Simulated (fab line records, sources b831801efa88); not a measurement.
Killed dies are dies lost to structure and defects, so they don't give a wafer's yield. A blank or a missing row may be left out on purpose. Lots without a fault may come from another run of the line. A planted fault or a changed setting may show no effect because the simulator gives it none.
Which tool did it? | flow gf180mcu | 7 lots, 21 wafers sampled, at 1 step of a route of 602

WHAT THE GAUGES READ, wafer by wafer
GF_LVPWELL_TW_MEAS_11.
lot  | measured    | on            | LVPWELL_TW
L613 | day 4 05:19 | film_metro-03 | 559 557 560
L615 | day 5 06:32 | film_metro-03 | 560 560 556
L621 | day 6 05:21 | film_metro-03 | 551 552 551
L628 | day 7 19:42 | film_metro-03 | 559 564 562
L630 | day 8 06:38 | film_metro-02 | 552 553 555
L632 | day 8 17:32 | film_metro-03 | 557 555 556
L634 | day 9 04:23 | film_metro-03 | 559 559 560

WHICH TOOL RAN EACH LOT (tool, then ch and the chambers of the sampled wafers, then the start)
The record holds no process step before these readings.

THE ANSWER, worked out from the rows above alone
Rule: what is usual is taken from the lots themselves. Put in order of their means at a reading, lots are off if they are a third of the lots or fewer, leave a main group of 4 or more, and stand apart from it by a gap of 3 or more times the standard deviation of the main group's means; of several such gaps the widest counts. A main group whose means are all the same, to the digits that the tables above print for the reading, isn't used. A lot without any number at a reading at which 4 lots or more have one is off too. The other lots that the step has rows for count as sound.
No lot is off at any reading shown: from this, nothing can be told.

WHAT THE SIMULATOR HAD PUT IN
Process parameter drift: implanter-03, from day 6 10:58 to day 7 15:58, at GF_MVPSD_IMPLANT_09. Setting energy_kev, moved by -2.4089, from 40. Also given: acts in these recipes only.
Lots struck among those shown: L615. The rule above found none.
